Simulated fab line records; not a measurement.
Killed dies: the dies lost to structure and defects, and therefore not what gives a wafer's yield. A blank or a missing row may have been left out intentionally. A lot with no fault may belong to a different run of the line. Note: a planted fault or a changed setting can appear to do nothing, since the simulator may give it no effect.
Problem report, 8D (eight disciplines) form, completed by code :: flow gf180mcu :: the parts of the form that need people (team, actions taken, sign-off) are left out

== 1. THE PROBLEM ==
Wafers free of any fault read 418.5 ohm/sq (standard deviation 1) for HV_LDD_RS at GF_HV_LDD_RS_MEAS_53, against a mean of 427.2 ohm/sq on 6 wafers of 2 lots. Relative to the usual mean, that is a shift of +8.7 standard deviations.
The step: measures by four-point-probe.
Earliest sighting: wafer L425.3 on film_metro-01 at day 19 05:26. Wafers with a number at this step in the record: 42, from 14 lots. By rule, "out" or "out of limits" means more than 4 standard deviations away from the usual mean. The other wafers with a number count as sound.

== 2. WHAT IT IS, WHAT IT ISN'T ==
question: which readings at this step
is: HV_LDD_RS
is not: -

question: which lots
is: L425, L426
is not: L405, L406, L408, L409, L410, L411, L412, L413, L415, L416, L420, L421

question: which wafers of those lots
is: all that have a number
is not: -

question: read on which gauges
is: film_metro-01, film_metro-03
is not: film_metro-04

question: when
is: from day 19 05:26
is not: up to then (36 sound wafers)

== 3. SUSPECTS, AND WHAT RULES EACH OUT ==
Counting: any tool at a process step up to the reading is kept as a suspect provided that every lot that is out went through it and no sound lot did after the first of them.
- the gauge at GF_HV_LDD_RS_MEAS_53 has been ruled out. The wafers that are out were read on 2 gauges (film_metro-01, film_metro-03).
- implanter-02 at GF_HV_LDD_IMPLANT_09: kept. Every lot that is out went through it, starting with L425 (day 16 04:37), and after that it ran no sound lot; the last sound lot it ran before then is L420 (day 14 13:59).
- rtp_anneal-02 at GF_HV_LDD_RTA_52 (time 10 s): kept. Every lot that is out went through it, starting with L425 (day 19 05:22), and after that it ran no sound lot; the last sound lot it ran before then is L421 (day 17 14:24).
Left after counting: implanter-02 at GF_HV_LDD_IMPLANT_09, rtp_anneal-02 at GF_HV_LDD_RTA_52.

== 4. THE CAUSE (what the simulator had put in) ==
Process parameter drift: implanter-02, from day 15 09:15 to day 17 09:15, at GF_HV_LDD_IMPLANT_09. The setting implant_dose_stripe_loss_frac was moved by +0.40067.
After counting, 2 suspects remain, this tool included.

== 5. THE EFFECT CHAIN, in route order ==
One row per reading whose mean, taken over the struck wafers that have a number, lies over 3 standard deviations from the usual. Readings are gone through only where the record gives a usual standard deviation; hours: the median, over the lots, of the time from a lot's start at the first step in this table giving one to that lot's start at this step; sigmas: the change measured in usual standard deviations.
hours: 0
step: GF_HV_LDD_RS_MEAS_53
reading: HV_LDD_RS
usual: 418.5 ohm/sq
on struck wafers: 427.2
change: +8.7
sigmas: +8.7

== 6. HOW IT WOULD HAVE BEEN CAUGHT EARLIER ==
In this record the first reading out of limits at a measuring or inspecting step was taken at day 19 05:26, 92 hours after the fault began at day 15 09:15.
By day 19 05:26 the whole set of lots that are out, 2 in number, had already begun GF_HV_LDD_IMPLANT_09 on implanter-02. A hold on the tool at that time would have spared none of them.
